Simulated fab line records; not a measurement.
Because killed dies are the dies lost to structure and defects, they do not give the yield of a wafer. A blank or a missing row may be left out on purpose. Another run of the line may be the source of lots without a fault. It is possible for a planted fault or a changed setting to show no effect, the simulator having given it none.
The tool behind it: which one? :: flow gf180mcu :: Sampling: 7 lots, 21 wafers, 2 of 602 route steps

WHAT THE GAUGES SHOWED, per wafer
GF_HV_LDD_TW_MEAS_50.
lot: L384
measured: day 13 03:31
on: film_metro-04
HV_LDD_4_TW: 564 563 562

lot: L386
measured: day 13 23:25
on: film_metro-03
HV_LDD_4_TW: 566 569 567

lot: L388
measured: day 14 12:08
on: film_metro-01
HV_LDD_4_TW: 569 567 567

lot: L391
measured: day 16 02:34
on: film_metro-01
HV_LDD_4_TW: 569 565 570

lot: L394
measured: day 16 18:32
on: film_metro-01
HV_LDD_4_TW: 569 570 565

lot: L396
measured: day 17 13:40
on: film_metro-04
HV_LDD_4_TW: 559 559 496 561 558 494

lot: L399
measured: day 18 09:48
on: film_metro-04
HV_LDD_4_TW: 565 568 568

EACH LOT AND THE TOOL THAT RAN IT (in order: tool; ch and the chambers of the sampled wafers; start)
lot: L384
GF_HV_LDD_IMPLANT_48: implanter-01 ch 0, day 13 03:16

lot: L386
GF_HV_LDD_IMPLANT_48: implanter-03 ch 0, day 13 23:12

lot: L388
GF_HV_LDD_IMPLANT_48: implanter-03 ch 0, day 14 11:56

lot: L391
GF_HV_LDD_IMPLANT_48: implanter-03 ch 0, day 16 02:19

lot: L394
GF_HV_LDD_IMPLANT_48: implanter-04 ch 0, day 16 18:20

lot: L396
GF_HV_LDD_IMPLANT_48: implanter-04 ch 0, day 17 13:25

lot: L399
GF_HV_LDD_IMPLANT_48: implanter-03 ch 0, day 18 09:33
- GF_HV_LDD_IMPLANT_48

THE ANSWER, worked out from the rows above alone
Rule: the lots themselves supply what counts as usual. The widest of any qualifying gaps counts: lots, ordered by their means at a reading, are off when they make up no more than a third of the lots, leave a main group of 4 or more, and stand apart from it by 3 or more times the standard deviation of that group's means. If all means in a main group match to the digits the tables above print for the reading, that group is not used. Also off: a lot with no number at a reading for which 4 or more lots have one. All remaining lots with rows at the step are treated as sound.
Off: L396, at GF_HV_LDD_TW_MEAS_50 (HV_LDD_4_TW). Mean 567 and standard deviation 1.8 in the main group.
If a tool, at a process step before that reading, ran all the lots that are off and no sound lot after the first of them, it fits. Gauges at GF_HV_LDD_TW_MEAS_50: tried the same way as those tools. One candidate fits, namely implanter-04 at GF_HV_LDD_IMPLANT_48. A fault onset in the window from L394 (day 16 18:20, its last sound lot) to L396 (day 17 13:25, its first lot off) fits.

WHAT WAS PUT IN BY THE SIMULATOR
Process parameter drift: implanter-04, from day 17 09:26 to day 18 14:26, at GF_HV_LDD_IMPLANT_48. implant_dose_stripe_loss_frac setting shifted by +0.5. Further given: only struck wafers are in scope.
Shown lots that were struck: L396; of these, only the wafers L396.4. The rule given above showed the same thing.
